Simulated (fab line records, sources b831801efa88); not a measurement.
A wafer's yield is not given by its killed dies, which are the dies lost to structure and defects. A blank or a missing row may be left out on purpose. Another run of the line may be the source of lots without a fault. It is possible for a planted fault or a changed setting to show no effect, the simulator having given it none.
Problem report in the 8D (eight disciplines) form, filled by code :: flow sky130 :: the parts of the form that need people (team, actions taken, sign-off) are left out

## 1. WHAT IS WRONG
killedAtOther at SKY_PAD_OPEN_PROBE_99 reads a mean of 37.3 on 6 wafers of 2 lots; wafers without a fault read 0.3 with a standard deviation of 0.51. That puts it +73 standard deviations away from the usual mean.
Seen first at day 48 04:12 on prober-02, wafer L849.1. Wafers with a number at this step in the record: 9, from 3 lots. Rule for "out" (also "out of limits"): further than 4 standard deviations from the usual mean. The rest of the wafers with a number are treated as sound.

## 2. WHAT IT IS; WHAT IT IS NOT
question: which readings at this step
is: killedAtOther
is not: killed_at_M0_to_M3, killed_at_M4_up, killedAtContacts, killedAtFrontEnd, killedOpen, sort_bin_6_memory

question: which lots
is: L849, L853
is not: L861

question: which wafers of those lots
is: all that have a number
is not: -

question: read on which tools
is: prober-02
is not: -

question: when
is: from day 48 04:12
is not: up to then (0 sound wafers); but 3 sound wafers of L861 came after

## 3. THE SUSPECTS, EACH WITH WHAT RULES IT OUT
Counting: a tool at a process step up to the reading stays a suspect if it ran every lot that is out and no sound lot after the first of them.
- plasmaAsher-02 at SKY_CAPM_STRIP_14 (strips in O2/N2): kept. It ran every lot that is out, first L849 (day 40 07:44), and no sound lot after that.
- prober-02 at SKY_PAD_OPEN_PROBE_99: ruled out as a lasting fault. After its first lot that is out, L849 (day 48 04:12), sound lots L861 ran on it.
Left after counting: plasmaAsher-02 at SKY_CAPM_STRIP_14.

## 4. THE CAUSE (what the simulator had put in)
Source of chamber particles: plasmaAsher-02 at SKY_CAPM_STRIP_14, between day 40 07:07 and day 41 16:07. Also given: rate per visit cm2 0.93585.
After counting, this tool was the only one left.

## 5. THE CHAIN OF EFFECTS, in route order
One row per reading whose mean, taken over the struck wafers that have a number, lies over 3 standard deviations from the usual. Readings are gone through only where the record gives a usual standard deviation; hours: the median, over the lots, of the time from a lot's start at the first step in this table giving one to that lot's start at this step; sigmas: the change measured in usual standard deviations.
hours: 0
step: SKY_PAD_OPEN_PROBE_99
reading: defectLimitedYield
usual: 82.4 %
on struck wafers: 75.7
change: -6.8
sigmas: -3.4

hours: 0
step: SKY_PAD_OPEN_PROBE_99
reading: killedAtOther
usual: 0.3
on struck wafers: 37.3
change: +37.0
sigmas: +73

hours: 0
step: SKY_PAD_OPEN_PROBE_99
reading: killedDies
usual: 87
on struck wafers: 120
change: +33
sigmas: +3.3

hours: 0
step: SKY_PAD_OPEN_PROBE_99
reading: sort_bin_3_pad_short
usual: 0.9 %
on struck wafers: 2.9
change: +2.0
sigmas: +5.1

hours: 0
step: SKY_PAD_OPEN_PROBE_99
reading: sortNPass
usual: 405
on struck wafers: 372
change: -33
sigmas: -3.3

hours: 0
step: SKY_PAD_OPEN_PROBE_99
reading: sortYieldPct
usual: 82.4 %
on struck wafers: 75.7
change: -6.8
sigmas: -3.4
The process steps in it:
- SKY_PAD_OPEN_PROBE_99

## 6. WHAT WOULD HAVE CAUGHT IT SOONER
189 hours passed between the start of the fault at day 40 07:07 and the first reading out of limits in this record, taken at day 48 04:12.
Of the tool readings at SKY_CAPM_STRIP_14 for which the record gives a usual standard deviation, none was out on any struck wafer, so an alarm limit of 4 standard deviations on them would not have fired.
By day 48 04:12 the whole set of lots that are out, 2 in number, had already begun SKY_CAPM_STRIP_14 on plasmaAsher-02. Tool hold at that time: it would have spared none of them.
